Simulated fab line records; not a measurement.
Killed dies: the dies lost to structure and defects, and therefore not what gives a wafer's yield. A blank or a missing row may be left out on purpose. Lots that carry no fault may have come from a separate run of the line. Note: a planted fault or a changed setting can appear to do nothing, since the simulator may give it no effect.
fab line records -- flow sky130
[record] lots = 24, wafers = 72, last_day = 50
route steps=708 shown LDD_HVP@285 SD_N@354 VIA1@460 METAL2@487 METAL3@535
lots untouched by any fault: they come from a run of this same line in which no faults occurred
start_h: hours from the record's opening day to when the first of the lot's shown wafers began -- wait_h: hours elapsed since this lot's preceding step -- " same as the row above -- L1.1+2: a row that stands for several wafers -- - value missing, or start not given -- * or withheld: withheld -- < > ~ a bound
route shown NAME@n: a module of which the file shows steps, and the number in the route of the first -- usual: the fault-free wafers' mean and standard deviation -- same: alike in all rows -- chamber/n: place in a boat -- sites: per-site readings -- _std_site: the standard deviation of these -- _edge_site: outer sites' mean less inner sites' -- radius_mm: for every site, how far away it sits from the centre of the wafer -- mask NAME#n: copy n -- behind: the most recent tool/chamber to have shaped the wafer -- hold: why the lot was held/for how many hours/how that ended -- device: the transistor (n, p or np) that didn't switch -- end of line: the route-end tests of the same wafers -- for a step that has no rows: nothing shown but its recipe -- killed: the dies lost at the first sort to structure and to defects; this is not the yield of the wafer -- map: dies across one wafer; x = killed, . = not, _ = none there
set.NAME: the run value of the setting; set.NAME@STEP: its run value at that earlier step -- model.NAME: the simulator's own value behind a step, which no gauge read
a sample of lots followed through the steps of the route, with each step as a table and each wafer as a row
services: when a tool's chamber went out of use (start_h, in hours from the record's first day, below 0 if earlier), for how many hours, and the reason
[[steps]]
[step SKY_LDD_HVP_OVL_MEAS_07]
[usual] LDD_HVP_OVL = 0.8/1.3
lot.wafer,tool,chamber,start_h,wait_h,LDD_HVP_OVL[nm]
L074.2,overlay-02,-,497.47,0.1,2.8
L074.3,overlay-02,-,497.47,0.1,1.1
L074.4,overlay-02,-,497.47,0.1,1.6
L075.1,overlay-02,-,511.72,0.1,0.5
L075.4,overlay-02,-,511.72,0.1,0.1
L075.5,overlay-02,-,511.72,0.1,-0.1
L076.2,overlay-01,-,512.97,0.1,2.7
L076.3,overlay-01,-,512.97,0.1,4.7
L076.6,overlay-01,-,512.97,0.1,2.0
L077.1,overlay-02,-,527.58,0.1,0.8
L077.4,overlay-02,-,527.58,0.1,-0.4
L077.5,overlay-02,-,527.58,0.1,2.0
L078.1,overlay-01,-,527.88,0.1,0.1
L078.4,overlay-01,-,527.88,0.1,1.3
L078.6,overlay-01,-,527.88,0.1,1.8
L079.2,overlay-02,-,537.22,0.1,2.6
L079.4,overlay-02,-,537.22,0.1,0.2
L079.6,overlay-02,-,537.22,0.1,0.5
L080.3,overlay-02,-,546.78,0.1,-0.4
L080.5,overlay-02,-,546.78,0.1,0.2
L080.6,overlay-02,-,546.78,0.1,2.0
L081.1,overlay-01,-,554.93,0.1,1.7
L081.3,overlay-01,-,554.93,0.1,1.1
L081.5,overlay-01,-,554.93,0.1,2.2
L082.1,overlay-02,-,560.73,0.1,0.6
L082.3,overlay-02,-,560.73,0.1,0.7
L082.6,overlay-02,-,560.73,0.1,-1.1
L083.1,overlay-02,-,575.13,0.1,1.3
L083.2,overlay-02,-,575.13,0.1,0.2
L083.6,overlay-02,-,575.13,0.1,2.2
L084.1,overlay-02,-,588.21,0.1,1.4
L084.3,overlay-02,-,588.21,0.1,-1.0
L084.6,overlay-02,-,588.21,0.1,-0.1
L085.1,overlay-01,-,589.78,0.1,-0.6
L085.4,overlay-01,-,589.78,0.1,-1.4
L085.6,overlay-01,-,589.78,0.1,-0.5
L086.1,overlay-02,-,607.78,0.1,1.3
L086.3,overlay-02,-,607.78,0.1,0.8
L086.6,overlay-02,-,607.78,0.1,-0.7
L087.1,overlay-01,-,616.47,0.1,-0.6
L087.2,overlay-01,-,616.47,0.1,-1.2
L087.5,overlay-01,-,616.47,0.1,-1.0
L088.2,overlay-02,-,620.27,0.1,2.1
L088.5,overlay-02,-,620.27,0.1,3.3
L088.6,overlay-02,-,620.27,0.1,2.8
L091.1,overlay-02,-,634.47,0.1,1.5
L091.2,overlay-02,-,634.47,0.1,1.6
L091.5,overlay-02,-,634.47,0.1,1.3
L090.1,overlay-02,-,635.26,0.1,0.4
L090.2,overlay-02,-,635.26,0.1,0.2
L090.5,overlay-02,-,635.26,0.1,0.5
L089.2,overlay-02,-,635.99,0.1,0.2
L089.4,overlay-02,-,635.99,0.1,1.5
L089.6,overlay-02,-,635.99,0.1,1.9
L092.1,overlay-01,-,666.11,0.1,1.2
L092.3,overlay-01,-,666.11,0.1,-0.9
L092.6,overlay-01,-,666.11,0.1,-0.1
L093.1,overlay-01,-,668.83,0.1,2.0
L093.3,overlay-01,-,668.83,0.1,1.7
L093.4,overlay-01,-,668.83,0.1,3.3
L094.3,overlay-01,-,669.12,0.1,-0.2
L094.4,overlay-01,-,669.12,0.1,0.8
L094.6,overlay-01,-,669.12,0.1,-0.9
L095.4,overlay-01,-,670.49,0.1,0.4
L095.5,overlay-01,-,670.49,0.1,-0.2
L095.6,overlay-01,-,670.49,0.1,0.5
L096.1,overlay-02,-,674.86,0.1,-0.6
L096.2,overlay-02,-,674.86,0.1,0.4
L096.3,overlay-02,-,674.86,0.1,-2.0
L097.3,overlay-01,-,679.53,0.1,0.1
L097.5,overlay-01,-,679.53,0.1,0.8
L097.6,overlay-01,-,679.53,0.1,-0.3
[step SKY_SD_N_TW_MEAS_12]
[usual] SD_N_TW = 3975/37
lot.wafer,tool,chamber,start_h,wait_h,SD_N_TW
L074.2,film_metro-01,-,648.63,0.1,4043
L074.3,film_metro-01,-,648.63,0.1,4051
L074.4,film_metro-01,-,648.63,0.1,4045
L075.1,film_metro-03,-,659.02,0.1,3977
L075.4,film_metro-03,-,659.02,0.1,3960
L075.5,film_metro-03,-,659.02,0.1,3950
L076.2,film_metro-02,-,663.03,0.1,3962
L076.3,film_metro-02,-,663.03,0.1,3969
L076.6,film_metro-02,-,663.03,0.1,3978
L077.1,film_metro-01,-,673.93,0.1,3992
L077.4,film_metro-01,-,673.93,0.1,4015
L077.5,film_metro-01,-,673.93,0.1,4017
L078.1,film_metro-02,-,675.68,0.1,3939
L078.4,film_metro-02,-,675.68,0.1,3955
L078.6,film_metro-02,-,675.68,0.1,3931
L079.2,film_metro-03,-,684.64,0.1,3973
L079.4,film_metro-03,-,684.64,0.1,3974
L079.6,film_metro-03,-,684.64,0.1,3973
L080.3,film_metro-02,-,693.29,0.1,3992
L080.5,film_metro-02,-,693.29,0.1,3964
L080.6,film_metro-02,-,693.29,0.1,3985
L081.1,film_metro-03,-,699.63,0.1,3998
L081.3,film_metro-03,-,699.63,0.1,3963
L081.5,film_metro-03,-,699.63,0.1,3986
L082.1,film_metro-02,-,704.48,0.1,3923
L082.3,film_metro-02,-,704.48,0.1,3952
L082.6,film_metro-02,-,704.48,0.1,3916
L083.1,film_metro-02,-,717.82,0.1,3954
L083.2,film_metro-02,-,717.82,0.1,3961
L083.6,film_metro-02,-,717.82,0.1,3959
L084.1,film_metro-01,-,728.07,0.1,3991
L084.3,film_metro-01,-,728.07,0.1,4016
L084.6,film_metro-01,-,728.07,0.1,4001
L085.1,film_metro-02,-,734.07,0.1,3979
L085.4,film_metro-02,-,734.07,0.1,3960
L085.6,film_metro-02,-,734.07,0.1,3980
L086.1,film_metro-02,-,748.87,0.1,3973
L086.3,film_metro-02,-,748.87,0.1,3955
L086.6,film_metro-02,-,748.87,0.1,3976
L087.1,film_metro-03,-,756.84,0.1,3930
L087.2,film_metro-03,-,756.84,0.1,3942
L087.5,film_metro-03,-,756.84,0.1,3918
L088.2,film_metro-01,-,760.90,0.1,3987
L088.5,film_metro-01,-,760.90,0.1,4017
L088.6,film_metro-01,-,760.90,0.1,4024
L091.1,film_metro-03,-,776.04,0.1,3900
L091.2,film_metro-03,-,776.04,0.1,3880
L091.5,film_metro-03,-,776.04,0.1,3882
L090.1,film_metro-02,-,777.19,0.1,4002
L090.2,film_metro-02,-,777.19,0.1,3984
L090.5,film_metro-02,-,777.19,0.1,3988
L089.2,film_metro-01,-,778.25,0.1,3988
L089.4,film_metro-01,-,778.25,0.1,3993
L089.6,film_metro-01,-,778.25,0.1,4003
L092.1,film_metro-01,-,807.49,0.1,4028
L092.3,film_metro-01,-,807.49,0.1,4019
L092.6,film_metro-01,-,807.49,0.1,4032
L093.1,film_metro-01,-,808.09,0.1,4014
L093.3,film_metro-01,-,808.09,0.1,4023
L093.4,film_metro-01,-,808.09,0.1,4007
L094.3,film_metro-03,-,808.21,0.1,3965
L094.4,film_metro-03,-,808.21,0.1,3959
L094.6,film_metro-03,-,808.21,0.1,3968
L095.4,film_metro-02,-,809.25,0.1,3982
L095.5,film_metro-02,-,809.25,0.1,3991
L095.6,film_metro-02,-,809.25,0.1,3999
L096.1,film_metro-03,-,810.14,0.1,3968
L096.2,film_metro-03,-,810.14,0.1,3937
L096.3,film_metro-03,-,810.14,0.1,3957
L097.3,film_metro-03,-,818.81,0.1,3944
L097.5,film_metro-03,-,818.81,0.1,3955
L097.6,film_metro-03,-,818.81,0.1,3927
[step SKY_VIA1_CMP_02]
[recipe] material = SiO2, down_force_psi = 4, platen_rpm = 60, pad_velocity_m_s = 0.94248
[usual] motor_current_A = 12.5/1.3
lot.wafer,tool,chamber,start_h,wait_h,motor_current_A
L074.3,cmp-01,0,767.18,0.1,13.1
L074.4,cmp-01,1,767.18,0.1,11.7
L074.2,cmp-01,2,767.18,0.1,12.0
L075.4,cmp-02,1,775.24,0.1,12.2
L075.1,cmp-02,2,775.24,0.1,12.9
L075.5,cmp-02,0,775.24,0.1,10.3
L076.3,cmp-02,3,780.38,0.1,12.8
L076.2,cmp-02,0,780.38,0.1,10.5
L076.6,cmp-02,1,780.38,0.1,11.9
L077.1,cmp-01,1,789.30,0.1,11.7
L077.4,cmp-01,2,789.30,0.1,11.7
L077.5,cmp-01,0,789.30,0.1,13.0
L078.4,cmp-01,3,791.73,0.1,15.1
L078.1,cmp-01,1,791.73,0.1,12.1
L078.6,cmp-01,3,791.73,0.1,14.9
L079.4,cmp-02,0,798.30,0.1,10.2
L079.2,cmp-02,1,798.30,0.1,12.7
L079.6,cmp-02,0,798.30,0.1,10.7
L080.3,cmp-01,3,807.12,0.0,15.2
L080.5,cmp-01,3,807.12,0.0,14.5
L080.6,cmp-01,0,807.12,0.0,12.2
L081.1,cmp-01,3,813.67,0.1,14.7
L081.3,cmp-01,1,813.67,0.1,11.8
L081.5,cmp-01,2,813.67,0.1,12.2
L082.1,cmp-02,1,820.71,0.1,12.6
L082.3,cmp-02,2,820.71,0.1,11.2
L082.6,cmp-02,0,820.71,0.1,10.3
L083.1,cmp-01,0,830.84,0.1,12.6
L083.2,cmp-01,2,830.84,0.1,11.5
L083.6,cmp-01,1,830.84,0.1,11.7
L084.3,cmp-02,0,840.39,0.0,11.0
L084.1,cmp-02,3,840.39,0.0,13.3
L084.6,cmp-02,1,840.39,0.0,12.6
L085.1,cmp-02,3,847.56,0.1,13.2
L085.4,cmp-02,0,847.56,0.1,10.1
L085.6,cmp-02,3,847.56,0.1,13.4
L086.3,cmp-01,0,860.77,0.0,12.7
L086.1,cmp-01,2,860.77,0.0,12.0
L086.6,cmp-01,0,860.77,0.0,12.2
L087.1,cmp-01,3,867.21,0.1,15.0
L087.2,cmp-01,1,867.21,0.1,11.9
L087.5,cmp-01,3,867.21,0.1,14.8
L088.2,cmp-01,1,871.86,0.1,11.0
L088.6,cmp-01,3,871.86,0.1,14.4
L088.5,cmp-01,0,871.86,0.1,12.4
L091.2,cmp-02,2,890.12,0.1,12.6
L091.1,cmp-02,0,890.12,0.1,10.1
L091.5,cmp-02,1,890.12,0.1,12.1
L090.1,cmp-01,0,890.39,0.1,12.1
L090.2,cmp-01,1,890.39,0.1,11.5
L090.5,cmp-01,1,890.39,0.1,11.3
L089.2,cmp-01,1,891.65,0.0,11.6
L089.4,cmp-01,0,891.65,0.0,13.0
L089.6,cmp-01,2,891.65,0.0,12.5
L092.3,cmp-02,0,919.48,0.1,10.3
L092.1,cmp-02,1,919.48,0.1,13.1
L092.6,cmp-02,2,919.48,0.1,12.1
L093.1,cmp-01,3,920.73,0.1,14.5
L093.3,cmp-01,0,920.73,0.1,12.5
L093.4,cmp-01,1,920.73,0.1,12.4
L094.4,cmp-01,3,921.73,0.1,14.9
L094.3,cmp-01,0,921.73,0.1,12.1
L094.6,cmp-01,1,921.73,0.1,11.5
L095.4,cmp-02,1,922.19,0.2,11.4
L095.6,cmp-02,2,922.19,0.2,12.0
L095.5,cmp-02,3,922.19,0.2,13.3
L096.3,cmp-02,0,923.16,0.0,10.2
L096.2,cmp-02,1,923.16,0.0,12.1
L096.1,cmp-02,2,923.16,0.0,11.7
L097.3,cmp-01,1,929.73,0.1,12.1
L097.5,cmp-01,3,929.73,0.1,14.5
L097.6,cmp-01,0,929.73,0.1,12.3
[step SKY_VIA1_RS_MEAS_22]
[recipe] thk_meas_gauge = four-point-probe, reads = W_of_VIA1_CVD_21+TiN_of_VIA1_SPUTTER_20
[usual] VIA1_W_RS = 0.424/0.0086
lot.wafer,tool,chamber,start_h,wait_h,VIA1_W_RS[ohm/sq]
L074.2,film_metro-03,-,794.95,0.1,0.418
L074.3,film_metro-03,-,794.95,0.1,0.422
L074.4,film_metro-03,-,794.95,0.1,0.418
L075.1,film_metro-01,-,804.03,0.1,0.428
L075.4,film_metro-01,-,804.03,0.1,0.429
L075.5,film_metro-01,-,804.03,0.1,0.428
L076.2,film_metro-03,-,808.30,0.1,0.427
L076.3,film_metro-03,-,808.30,0.1,0.428
L076.6,film_metro-03,-,808.30,0.1,0.423
L077.1,film_metro-03,-,817.16,0.1,0.423
L077.4,film_metro-03,-,817.16,0.1,0.430
L077.5,film_metro-03,-,817.16,0.1,0.428
L078.1,film_metro-01,-,818.92,0.1,0.416
L078.4,film_metro-01,-,818.92,0.1,0.415
L078.6,film_metro-01,-,818.92,0.1,0.414
L079.2,film_metro-01,-,825.96,0.1,0.409
L079.4,film_metro-01,-,825.96,0.1,0.423
L079.6,film_metro-01,-,825.96,0.1,0.412
L080.3,film_metro-03,-,835.87,0.1,0.437
L080.5,film_metro-03,-,835.87,0.1,0.423
L080.6,film_metro-03,-,835.87,0.1,0.437
L081.1,film_metro-01,-,841.34,0.1,0.442
L081.3,film_metro-01,-,841.34,0.1,0.425
L081.5,film_metro-01,-,841.34,0.1,0.447
L082.1,film_metro-02,-,848.95,0.1,0.427
L082.3,film_metro-02,-,848.95,0.1,0.437
L082.6,film_metro-02,-,848.95,0.1,0.434
L083.1,film_metro-01,-,858.44,0.1,0.439
L083.2,film_metro-01,-,858.44,0.1,0.424
L083.6,film_metro-01,-,858.44,0.1,0.441
L084.1,film_metro-03,-,868.11,0.2,0.416
L084.3,film_metro-03,-,868.11,0.2,0.414
L084.6,film_metro-03,-,868.11,0.2,0.419
L085.1,film_metro-02,-,875.46,0.1,0.421
L085.4,film_metro-02,-,875.46,0.1,0.424
L085.6,film_metro-02,-,875.46,0.1,0.421
L086.1,film_metro-03,-,887.60,0.1,0.433
L086.3,film_metro-03,-,887.60,0.1,0.431
L086.6,film_metro-03,-,887.60,0.1,0.432
L087.1,film_metro-03,-,894.92,0.2,0.419
L087.2,film_metro-03,-,894.92,0.2,0.422
L087.5,film_metro-03,-,894.92,0.2,0.419
L088.2,film_metro-02,-,898.88,0.1,0.422
L088.5,film_metro-02,-,898.88,0.1,0.430
L088.6,film_metro-02,-,898.88,0.1,0.437
L091.1,film_metro-03,-,917.22,0.1,0.421
L091.2,film_metro-03,-,917.22,0.1,0.419
L091.5,film_metro-03,-,917.22,0.1,0.422
L090.1,film_metro-01,-,917.48,0.1,0.417
L090.2,film_metro-01,-,917.48,0.1,0.419
L090.5,film_metro-01,-,917.48,0.1,0.413
L089.2,film_metro-03,-,918.73,0.1,0.423
L089.4,film_metro-03,-,918.73,0.1,0.426
L089.6,film_metro-03,-,918.73,0.1,0.425
L092.1,film_metro-01,-,945.45,0.1,0.430
L092.3,film_metro-01,-,945.45,0.1,0.430
L092.6,film_metro-01,-,945.45,0.1,0.426
L093.1,film_metro-01,-,946.88,0.1,0.416
L093.3,film_metro-01,-,946.88,0.1,0.414
L093.4,film_metro-01,-,946.88,0.1,0.417
L094.3,film_metro-02,-,947.85,0.1,0.431
L094.4,film_metro-02,-,947.85,0.1,0.437
L094.6,film_metro-02,-,947.85,0.1,0.440
L095.4,film_metro-03,-,948.39,0.1,0.421
L095.5,film_metro-03,-,948.39,0.1,0.413
L095.6,film_metro-03,-,948.39,0.1,0.419
L096.1,film_metro-03,-,950.21,0.1,0.418
L096.2,film_metro-03,-,950.21,0.1,0.414
L096.3,film_metro-03,-,950.21,0.1,0.413
L097.3,film_metro-02,-,955.15,0.1,0.412
L097.5,film_metro-02,-,955.15,0.1,0.416
L097.6,film_metro-02,-,955.15,0.1,0.420
[step SKY_METAL2_SPUTTER_04]
[recipe] material = TiN, target_thk_nm = 70, power_w = 6381, time_s = 58.3, chamber_pressure_pa = 0.4
[usual] throttle_valve_pct = 30.3/1.1
lot.wafer,tool,chamber,start_h,wait_h,throttle_valve_pct
L074.2,pvd_sputter-03,-,795.50,0.0,30.7
L074.3,pvd_sputter-03,-,795.50,0.0,32.7
L074.4,pvd_sputter-03,-,795.50,0.0,30.1
L075.1,pvd_sputter-03,-,804.60,0.0,32.5
L075.4,pvd_sputter-03,-,804.60,0.0,30.2
L075.5,pvd_sputter-03,-,804.60,0.0,30.1
L076.2,pvd_sputter-03,-,808.85,0.0,32.7
L076.3,pvd_sputter-03,-,808.85,0.0,29.8
L076.6,pvd_sputter-03,-,808.85,0.0,30.2
L077.1,pvd_sputter-04,-,817.73,0.0,30.9
L077.4,pvd_sputter-04,-,817.73,0.0,31.3
L077.5,pvd_sputter-04,-,817.73,0.0,29.2
L078.1,pvd_sputter-04,-,819.49,0.0,31.1
L078.4,pvd_sputter-04,-,819.49,0.0,29.0
L078.6,pvd_sputter-04,-,819.49,0.0,29.3
L079.2,pvd_sputter-02,-,826.52,0.0,30.5
L079.4,pvd_sputter-02,-,826.52,0.0,28.7
L079.6,pvd_sputter-02,-,826.52,0.0,29.4
L080.3,pvd_sputter-03,-,836.40,0.0,29.8
L080.5,pvd_sputter-03,-,836.40,0.0,30.1
L080.6,pvd_sputter-03,-,836.40,0.0,32.7
L081.1,pvd_sputter-03,-,841.91,0.0,33.0
L081.3,pvd_sputter-03,-,841.91,0.0,29.7
L081.5,pvd_sputter-03,-,841.91,0.0,29.9
L082.1,pvd_sputter-02,-,849.52,0.0,29.1
L082.3,pvd_sputter-02,-,849.52,0.0,30.6
L082.6,pvd_sputter-02,-,849.52,0.0,28.7
L083.1,pvd_sputter-02,-,859.01,0.0,30.6
L083.2,pvd_sputter-02,-,859.01,0.0,28.6
L083.6,pvd_sputter-02,-,859.01,0.0,30.8
L084.1,pvd_sputter-03,-,868.68,0.0,29.8
L084.3,pvd_sputter-03,-,868.68,0.0,30.0
L084.6,pvd_sputter-03,-,868.68,0.0,30.7
L085.1,pvd_sputter-03,-,876.03,0.0,30.6
L085.4,pvd_sputter-03,-,876.03,0.0,29.8
L085.6,pvd_sputter-03,-,876.03,0.0,30.6
L086.1,pvd_sputter-03,-,888.17,0.0,29.9
L086.3,pvd_sputter-03,-,888.17,0.0,30.1
L086.6,pvd_sputter-03,-,888.17,0.0,30.0
L087.1,pvd_sputter-04,-,895.49,0.0,28.7
L087.2,pvd_sputter-04,-,895.49,0.0,30.9
L087.5,pvd_sputter-04,-,895.49,0.0,31.1
L088.2,pvd_sputter-04,-,899.43,0.0,29.1
L088.5,pvd_sputter-04,-,899.43,0.0,28.9
L088.6,pvd_sputter-04,-,899.43,0.0,29.2
L091.1,pvd_sputter-02,-,917.79,0.0,28.6
L091.2,pvd_sputter-02,-,917.79,0.0,29.1
L091.5,pvd_sputter-02,-,917.79,0.0,28.7
L090.1,pvd_sputter-03,-,918.06,0.0,32.8
L090.2,pvd_sputter-03,-,918.06,0.0,31.0
L090.5,pvd_sputter-03,-,918.06,0.0,30.0
L089.2,pvd_sputter-04,-,919.28,0.0,31.3
L089.4,pvd_sputter-04,-,919.28,0.0,29.1
L089.6,pvd_sputter-04,-,919.28,0.0,30.8
L092.1,pvd_sputter-02,-,946.02,0.0,30.6
L092.3,pvd_sputter-02,-,946.02,0.0,28.5
L092.6,pvd_sputter-02,-,946.02,0.0,30.9
L093.1,pvd_sputter-04,-,947.45,0.0,31.2
L093.3,pvd_sputter-04,-,947.45,0.0,28.9
L093.4,pvd_sputter-04,-,947.45,0.0,29.1
L094.3,pvd_sputter-03,-,948.38,0.0,30.7
L094.4,pvd_sputter-03,-,948.38,0.0,30.1
L094.6,pvd_sputter-03,-,948.38,0.0,30.1
L095.4,pvd_sputter-04,-,948.90,0.0,31.1
L095.5,pvd_sputter-04,-,948.90,0.0,29.0
L095.6,pvd_sputter-04,-,948.90,0.0,29.0
L096.1,pvd_sputter-03,-,950.78,0.0,29.8
L096.2,pvd_sputter-03,-,950.78,0.0,32.9
L096.3,pvd_sputter-03,-,950.78,0.0,29.8
L097.3,pvd_sputter-04,-,955.68,0.0,30.9
L097.5,pvd_sputter-04,-,955.68,0.0,28.9
L097.6,pvd_sputter-04,-,955.68,0.0,28.9
[step SKY_METAL3_SPUTTER_03]
[recipe] material = Ti, target_thk_nm = 5, power_w = 3000, time_s = 3.3, chamber_pressure_pa = 0.4
[usual] throttle_valve_pct = 30.2/1.2
lot.wafer,tool,chamber,start_h,wait_h,throttle_valve_pct
L074.2,pvd_sputter-03,-,851.27,0.0,30.9
L074.3,pvd_sputter-03,-,851.27,0.0,30.0
L074.4,pvd_sputter-03,-,851.27,0.0,29.9
L075.1,pvd_sputter-03,-,860.96,0.0,29.9
L075.4,pvd_sputter-03,-,860.96,0.0,32.7
L075.5,pvd_sputter-03,-,860.96,0.0,30.6
L076.2,pvd_sputter-01,-,865.79,0.0,31.5
L076.3,pvd_sputter-01,-,865.79,0.0,29.4
L076.6,pvd_sputter-01,-,865.79,0.0,29.6
L077.1,pvd_sputter-01,-,873.97,0.0,30.5
L077.4,pvd_sputter-01,-,873.97,0.0,28.2
L077.5,pvd_sputter-01,-,873.97,0.0,30.4
L078.1,pvd_sputter-02,-,874.52,0.0,28.5
L078.4,pvd_sputter-02,-,874.52,0.0,30.9
L078.6,pvd_sputter-02,-,874.52,0.0,30.6
L079.2,pvd_sputter-03,-,883.24,0.0,30.6
L079.4,pvd_sputter-03,-,883.24,0.0,30.7
L079.6,pvd_sputter-03,-,883.24,0.0,29.8
L080.3,pvd_sputter-01,-,893.04,0.0,30.6
L080.5,pvd_sputter-01,-,893.04,0.0,30.7
L080.6,pvd_sputter-01,-,893.04,0.0,29.5
L081.1,pvd_sputter-03,-,897.71,0.0,30.4
L081.3,pvd_sputter-03,-,897.71,0.0,32.6
L081.5,pvd_sputter-03,-,897.71,0.0,29.8
L082.1,pvd_sputter-01,-,905.00,0.0,28.1
L082.3,pvd_sputter-01,-,905.00,0.0,29.4
L082.6,pvd_sputter-01,-,905.00,0.0,29.8
L083.1,pvd_sputter-03,-,914.64,0.0,31.0
L083.2,pvd_sputter-03,-,914.64,0.0,32.6
L083.6,pvd_sputter-03,-,914.64,0.0,30.0
L084.1,pvd_sputter-01,-,923.45,0.0,31.4
L084.3,pvd_sputter-01,-,923.45,0.0,30.4
L084.6,pvd_sputter-01,-,923.45,0.0,31.5
L085.1,pvd_sputter-03,-,930.53,0.0,29.9
L085.4,pvd_sputter-03,-,930.53,0.0,29.8
L085.6,pvd_sputter-03,-,930.53,0.0,30.1
L086.1,pvd_sputter-02,-,942.05,0.0,29.1
L086.3,pvd_sputter-02,-,942.05,0.0,30.5
L086.6,pvd_sputter-02,-,942.05,0.0,28.3
L087.1,pvd_sputter-02,-,949.73,0.0,28.5
L087.2,pvd_sputter-02,-,949.73,0.0,29.5
L087.5,pvd_sputter-02,-,949.73,0.0,30.8
L088.2,pvd_sputter-02,-,953.66,0.0,30.6
L088.5,pvd_sputter-02,-,953.66,0.0,28.6
L088.6,pvd_sputter-02,-,953.66,0.0,30.9
L091.1,pvd_sputter-01,-,969.77,0.0,31.5
L091.2,pvd_sputter-01,-,969.77,0.0,28.2
L091.5,pvd_sputter-01,-,969.77,0.0,30.6
L090.1,pvd_sputter-01,-,970.68,0.0,27.8
L090.2,pvd_sputter-01,-,970.68,0.0,30.3
L090.5,pvd_sputter-01,-,970.68,0.0,29.4
L089.2,pvd_sputter-01,-,971.65,0.0,28.1
L089.4,pvd_sputter-01,-,971.65,0.0,29.5
L089.6,pvd_sputter-01,-,971.65,0.0,29.4
L092.1,pvd_sputter-03,-,996.73,0.0,32.6
L092.3,pvd_sputter-03,-,996.73,0.0,30.9
L092.6,pvd_sputter-03,-,996.73,0.0,30.7
L093.1,pvd_sputter-02,-,998.95,0.0,30.9
L093.3,pvd_sputter-02,-,998.95,0.0,28.8
L093.4,pvd_sputter-02,-,998.95,0.0,29.0
L094.3,pvd_sputter-03,-,999.42,0.0,30.0
L094.4,pvd_sputter-03,-,999.42,0.0,32.7
L094.6,pvd_sputter-03,-,999.42,0.0,30.7
L095.4,pvd_sputter-01,-,999.89,0.0,30.5
L095.5,pvd_sputter-01,-,999.89,0.0,30.5
L095.6,pvd_sputter-01,-,999.89,0.0,29.6
L096.1,pvd_sputter-02,-,1001.48,0.0,29.5
L096.2,pvd_sputter-02,-,1001.48,0.0,30.9
L096.3,pvd_sputter-02,-,1001.48,0.0,28.9
L097.3,pvd_sputter-03,-,1005.67,0.0,30.1
L097.5,pvd_sputter-03,-,1005.67,0.0,32.6
L097.6,pvd_sputter-03,-,1005.67,0.0,30.1
[[services]]
tool,chamber,start_h,hours,kind
cmp-01,-,744.02,4.0,pm
pvd_sputter-03,-,756.54,4.5,repair
cmp-01,-,758.56,3.7,repair
cmp-02,-,775.54,1.4,repair
pvd_sputter-03,2,775.98,-,consumable_replace:kit
pvd_sputter-03,2,775.98,18.0,scheduled_down
pvd_sputter-03,2,775.98,18.0,vent_cycle
pvd_sputter-01,-,795.88,20.8,repair
cmp-01,-,856.61,1.4,repair
pvd_sputter-04,-,857.41,3.3,repair
pvd_sputter-03,1,868.73,-,consumable_replace:kit
pvd_sputter-03,1,868.73,18.0,scheduled_down
pvd_sputter-03,1,868.73,18.0,vent_cycle
cmp-02,-,869.71,2.1,repair
cmp-02,-,903.90,2.7,pm
pvd_sputter-03,-,905.08,4.4,repair
cmp-02,-,912.08,4.0,pm
pvd_sputter-03,-,922.13,2.1,repair
cmp-01,-,932.88,4.0,pm
pvd_sputter-04,-,937.91,3.2,repair
pvd_sputter-04,-,958.73,3.6,repair
cmp-01,-,978.46,0.8,repair
pvd_sputter-03,0,986.33,-,consumable_replace:kit
pvd_sputter-03,0,986.33,18.0,scheduled_down
[[key]]
fault none
